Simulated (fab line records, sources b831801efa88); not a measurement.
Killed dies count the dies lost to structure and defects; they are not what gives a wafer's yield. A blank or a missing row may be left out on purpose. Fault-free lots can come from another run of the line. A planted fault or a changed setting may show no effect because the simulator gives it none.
Problem report in the 8D (eight disciplines) form, filled by code / flow sky130 / the parts of the form that need people (team, actions taken, sign-off) are left out

== 1. THE ISSUE ==
At SKY_NWELL_SOFTBAKE_06, plate_temp_C averages 111.20 C over 6 wafers from 2 lots, while fault-free wafers read 110.02 C, standard deviation 0.15. That puts it +7.8 standard deviations away from the usual mean.
First observed at day 6 20:58: wafer L382.1, on litho_track-04. At this step, 42 wafers from 14 lots have a number in the record. By rule, "out" or "out of limits" means more than 4 standard deviations away from the usual mean. The rest of the wafers with a number are treated as sound.

== 2. WHAT IT IS; WHAT IT IS NOT ==
question=which readings at this step | is=plate_temp_C, heater_power_total_W | is not=-
question=which lots | is=L382, L388 | is not=L372, L373, L374, L376, L377, L378, L380, L387, L392, L393, L394, L395
question=which wafers of those lots | is=all that have a number | is not=-
question=read on which tools | is=litho_track-04 | is not=litho_track-01, litho_track-03
question=when | is=from day 6 20:58 | is not=up to then (21 sound wafers); but 15 sound wafers of L387, L392, L393, L394, L395 came after

== 3. SUSPECTS, AND WHAT RULES EACH OUT ==
Counting: a tool at a process step up to the reading stays a suspect if it ran every lot that is out and no sound lot after the first of them.
- litho_track-04 at SKY_NWELL_SOFTBAKE_06: kept. Every lot that is out went through it, starting with L382 (day 6 20:58), and after that it ran no sound lot; the last sound lot it ran before then is L380 (day 6 04:28). Its own readings are out on those wafers: heater_power_total_W, plate_temp_C.
Left after counting: litho_track-04 at SKY_NWELL_SOFTBAKE_06.

== 4. THE CAUSE (what the simulator had put in) ==
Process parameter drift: litho_track-04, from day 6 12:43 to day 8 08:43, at SKY_NWELL_SOFTBAKE_06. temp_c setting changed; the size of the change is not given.
Only this tool survived the counting.

== 5. THE CHAIN OF EFFECTS, in route order ==
Rows list readings where the struck wafers' mean (over those with a number) sits beyond 3 standard deviations from the usual. Only readings whose record carries a usual standard deviation are examined. hours: median over the lots of the time between each lot's start at the first step of this table that gives one and its start at this step. sigmas: the change, counted in usual standard deviations.
hours=0; step=SKY_NWELL_SOFTBAKE_06; reading=heater_power_total_W; usual=65.30 W; on struck wafers=66.17; change=+0.87; sigmas=+6.2
hours=0; step=SKY_NWELL_SOFTBAKE_06; reading=plate_temp_C; usual=110.02 C; on struck wafers=111.20; change=+1.18; sigmas=+7.8
Process steps it contains:
- SKY_NWELL_SOFTBAKE_06
At these later measuring or inspecting steps, every struck wafer for which the step has a row has a number for every such reading, and none has moved that far: SKY_NWELL_TW_MEAS_15, SKY_VT_ADJUST_PCH_OVL_MEAS_07.

== 6. WHAT WOULD HAVE CAUGHT IT SOONER ==
The fault began at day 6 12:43; the first out-of-limits reading in this record came at day 6 20:58, 8 hours later.
